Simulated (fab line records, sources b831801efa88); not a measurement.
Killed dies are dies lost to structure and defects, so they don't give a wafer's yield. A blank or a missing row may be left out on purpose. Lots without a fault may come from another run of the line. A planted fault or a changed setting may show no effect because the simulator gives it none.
Chamber matching | flow gf180mcu | GF_STI_CMP_25 on cmp-01: 4 sister chambers
The step polishes, stops on Si3N4, t overpolish 33 s, target thk 524.6 nm. 8 wafers are shown with their chamber, then 10 later ones without.

WAFERS WITH THEIR CHAMBER
wafer  | chamber | motor_current_A (A) | time_to_endpoint_s (s)
L565.3 | 0       | 12.8                | 131
L565.6 | 0       | 12.8                | 131
L570.2 | 2       | 11.9                | 129
L570.5 | 2       | 11.9                | 125
L572.4 | 3       | 10.0                | 116
L572.5 | 1       | 13.4                | 114
L574.1 | 1       | 12.9                | 117
L574.3 | 3       | 10.1                | 116

WAFERS WITHOUT THEIR CHAMBER
wafer  | motor_current_A (A) | time_to_endpoint_s (s)
L574.4 | 13.5                | 128
L580.2 | 11.4                | 132
L580.5 | 13.3                | 126
L580.6 | 10.1                | 120
L582.2 | 12.6                | 124
L582.3 | 12.1                | 130
L582.4 | 10.0                | 117
L585.2 | 10.0                | 116
L585.4 | 12.3                | 127
L585.5 | 12.7                | 121

WHICH CHAMBER EACH WENT THROUGH
wafer  | from the rows above          | in truth
L574.4 | 0                            | 0
L580.2 | 2                            | 2
L580.5 | 0                            | 0
L580.6 | 3                            | 3
L582.2 | can't be placed: 0 or 2 or 1 | 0
L582.3 | can't be placed: 2 or 0      | 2
L582.4 | 3                            | 3
L585.2 | 3                            | 3
L585.4 | can't be placed: 2 or 0      | 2
L585.5 | can't be placed: 1 or 2 or 0 | 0
Placed correctly: 6 of 10. Can't be placed from these rows: 4 (the true chamber is among the candidates in 4). Placed wrongly: 0.
How it was worked out, from the rows above alone: a wafer's distance from a chamber is the root of the sum, over the readings, of the square of ((its reading less the chamber's mean) divided by the reading's scatter). The wafer belongs to the nearest chamber; if the next one is less than 2 further off, it can't be placed. A chamber's mean is the mean of its shown wafers. The scatter: the root of (the sum of the squares of (reading less its chamber's mean) over the shown wafers, divided by (wafers less chambers)).
